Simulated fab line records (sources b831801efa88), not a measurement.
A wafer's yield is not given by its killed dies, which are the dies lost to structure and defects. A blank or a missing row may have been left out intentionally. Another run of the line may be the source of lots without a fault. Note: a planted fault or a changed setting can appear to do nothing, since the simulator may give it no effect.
Which tool did it? + flow sky130 + 6 lots, 16 wafers sampled, at 2 steps of a route of 708

## WHAT THE GAUGES SHOWED, per wafer
SKY_VIA4_BOW_MEAS_03.
| lot  | measured     | on            | VIA4_BOW (um) |
|------|--------------|---------------|---------------|
| L636 | day 41 23:49 | film_metro-03 | 71 75 61      |
| L639 | day 43 01:49 | film_metro-02 | 82 85 75      |
| L641 | day 43 16:04 | film_metro-02 | 81 72 78      |
| L643 | day 44 07:03 | film_metro-03 | 77 81 64      |
| L653 | day 46 15:37 | film_metro-02 | 91            |
| L655 | day 47 03:14 | film_metro-02 | 78 79 83      |

## TOOL THAT RAN EACH LOT (tool first, then ch and the chambers of the sampled wafers, then the start)
| lot  | SKY_METAL4_ETCH_16                |
|------|-----------------------------------|
| L636 | rie_metal-04 ch 0,1, day 41 22:05 |
| L639 | rie_metal-04 ch 0,1, day 43 00:20 |
| L641 | rie_metal-02 ch 0,1, day 43 14:38 |
| L643 | rie_metal-02 ch 0,1, day 44 05:38 |
| L653 | rie_metal-02 ch 0, day 46 14:04   |
| L655 | rie_metal-04 ch 0, day 47 01:26   |
- SKY_METAL4_ETCH_16: etches BARC in N2/H2, stops on SiO2, time 88.2 s, target depth 60 nm.

## THE ANSWER, worked out from the rows above alone
Rule: the lots themselves supply what counts as usual. Put in order of their means at a reading, lots are off if they are a third of the lots or fewer, leave a main group of 4 or more, and stand apart from it by a gap of 3 or more times the standard deviation of the main group's means; of several such gaps the widest counts. Not used: any main group whose means are identical at the precision the tables above print for the reading. A lot without any number at a reading at which 4 lots or more have one is off too. Any other lot the step has rows for is counted as sound.
None of the lots is off at any reading shown; this tells nothing.

## WHAT WAS PUT IN BY THE SIMULATOR
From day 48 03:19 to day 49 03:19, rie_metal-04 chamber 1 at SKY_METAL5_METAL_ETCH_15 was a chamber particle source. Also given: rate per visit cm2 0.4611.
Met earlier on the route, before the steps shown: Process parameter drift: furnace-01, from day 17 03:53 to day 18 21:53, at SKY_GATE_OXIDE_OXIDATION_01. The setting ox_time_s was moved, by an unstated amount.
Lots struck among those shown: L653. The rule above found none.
